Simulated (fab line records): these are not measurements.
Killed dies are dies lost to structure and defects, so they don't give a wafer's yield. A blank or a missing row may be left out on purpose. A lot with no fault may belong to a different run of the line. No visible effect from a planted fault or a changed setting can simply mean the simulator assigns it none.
Problem report in the 8D (eight disciplines) form, filled by code + flow sky130 + the parts of the form that need people (team, actions taken, sign-off) are left out

## 1. PROBLEM STATEMENT
A mean of 53 is read at SKY_PAD_OPEN_PROBE_99 for killed_at_front_end, taken on 1 wafer of 1 lot, against 15 (standard deviation 4.1) on wafers free of any fault. That puts it +9.3 standard deviations away from the usual mean.
First observed at day 48 22:39: wafer L900.4, on prober-01. Wafers with a number at this step in the record: 12, from 4 lots. By rule, "out" or "out of limits" means more than 4 standard deviations away from the usual mean. The other wafers with a number count as sound.

## 2. WHAT THIS IS AND IS NOT
| question                    | is                               | is not                                                                          |
|-----------------------------|----------------------------------|---------------------------------------------------------------------------------|
| which readings at this step | killed_at_front_end, killed_dies | killed_at_M4_up, killed_at_contacts, killed_at_other, killed_open, killed_short |
| which lots                  | L900                             | L887, L897, L903                                                                |
| which wafers of those lots  | L900.4                           | L900.3, L900.6                                                                  |
| read on which tools         | prober-01                        | prober-02                                                                       |
| when                        | from day 48 22:39                | up to then (7 sound wafers); but 4 sound wafers of L900, L903 came after        |

## 3. SUSPECTS, AND WHAT RULES EACH OUT
Counting: a tool at a process step up to the reading stays a suspect if it ran every lot that is out. Sound lots after the first of them don't rule it out here, since some wafers of a struck lot are sound.
- rie_diel-01 at SKY_POLY_CUT_ETCH_10 (etches BARC in N2/H2, stops on SiO2, time 45.9 s, target depth 60 nm): kept. It ran the lot that is out, L900 (day 28 23:31); its last sound lot up to then is L897 (day 28 05:04).
- rie_metal-03 at SKY_METAL3_ETCH_16 (etches BARC in N2/H2, stops on SiO2, time 88.2 s, target depth 60 nm): kept. It ran the lot that is out, L900 (day 42 13:20).
- rie_diel-02 at SKY_VIA3_ETCH_14 (etches BARC in N2/H2, stops on SiO2, time 45.9 s, target depth 60 nm): kept. It ran the lot that is out, L900 (day 43 14:05); its last sound lot up to then is L897 (day 42 20:58).
- cvd_w-02 at SKY_VIA3_CVD_21 (deposits W, target thk 390 nm, time 117.31 s): kept. It ran the lot that is out, L900 (day 43 14:53); its last sound lot up to then is L897 (day 42 21:43).
- prober-01 at SKY_PAD_OPEN_PROBE_99: kept. It ran the lot that is out, L900 (day 48 22:36); its last sound lot up to then is L897 (day 48 12:07). Out on those wafers are its own readings of killed_at_front_end, killed_dies.
- In rie_diel-01 at SKY_POLY_CUT_ETCH_10, the wafers that are out were processed in chamber 2 and their sound lot-mates in chambers 1, 3.
- Within rie_metal-03 at SKY_METAL3_ETCH_16: the wafers that are out ran in chamber 1; their sound lot-mates ran in chamber 0.
- Within rie_diel-02 at SKY_VIA3_ETCH_14: the wafers that are out ran in chamber 3; their sound lot-mates ran in chamber 0.
Left after counting: rie_diel-01 at SKY_POLY_CUT_ETCH_10, rie_metal-03 at SKY_METAL3_ETCH_16, rie_diel-02 at SKY_VIA3_ETCH_14, cvd_w-02 at SKY_VIA3_CVD_21, prober-01 at SKY_PAD_OPEN_PROBE_99.

## 4. THE CAUSE (what the simulator had put in)
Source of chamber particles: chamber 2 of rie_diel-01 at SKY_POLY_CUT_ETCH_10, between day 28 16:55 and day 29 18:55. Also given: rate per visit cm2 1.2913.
Of the 5 suspects that counting leaves, this tool is one.

## 5. THE EFFECT CHAIN, in route order
Each row: a reading where the mean over the struck wafers with a number is more than 3 standard deviations away from the usual. Only readings for which the record gives a usual standard deviation are gone through. hours: the time from each lot's start at the first step in this table that gives one to its start at this step, as a median over the lots. sigmas: the change in usual standard deviations.
| hours | step                  | reading             | usual | on struck wafers | change | sigmas |
|-------|-----------------------|---------------------|-------|------------------|--------|--------|
| 0     | SKY_PAD_OPEN_PROBE_99 | killed_at_front_end | 15    | 53               | +38    | +9.3   |
| 0     | SKY_PAD_OPEN_PROBE_99 | killed_dies         | 86    | 133              | +47    | +5.1   |
| 0     | SKY_PAD_OPEN_PROBE_99 | killed_on_rim       | 17    | 29               | +12    | +3.2   |
Process steps it contains:
- SKY_PAD_OPEN_PROBE_99

## 6. WHAT WOULD HAVE CAUGHT IT SOONER
First out-of-limits reading in this record: day 48 22:39, which is 486 hours after fault onset at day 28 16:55.
An alarm limit of 4 standard deviations would not have fired on the tool readings at SKY_POLY_CUT_ETCH_10 for which the record gives a usual standard deviation, since none of them was out on any struck wafer.
The start of SKY_POLY_CUT_ETCH_10 on rie_diel-01 came by day 48 22:39 for every one of the lots that are out (1). Had the tool been put on hold then, not one of them would have been saved.
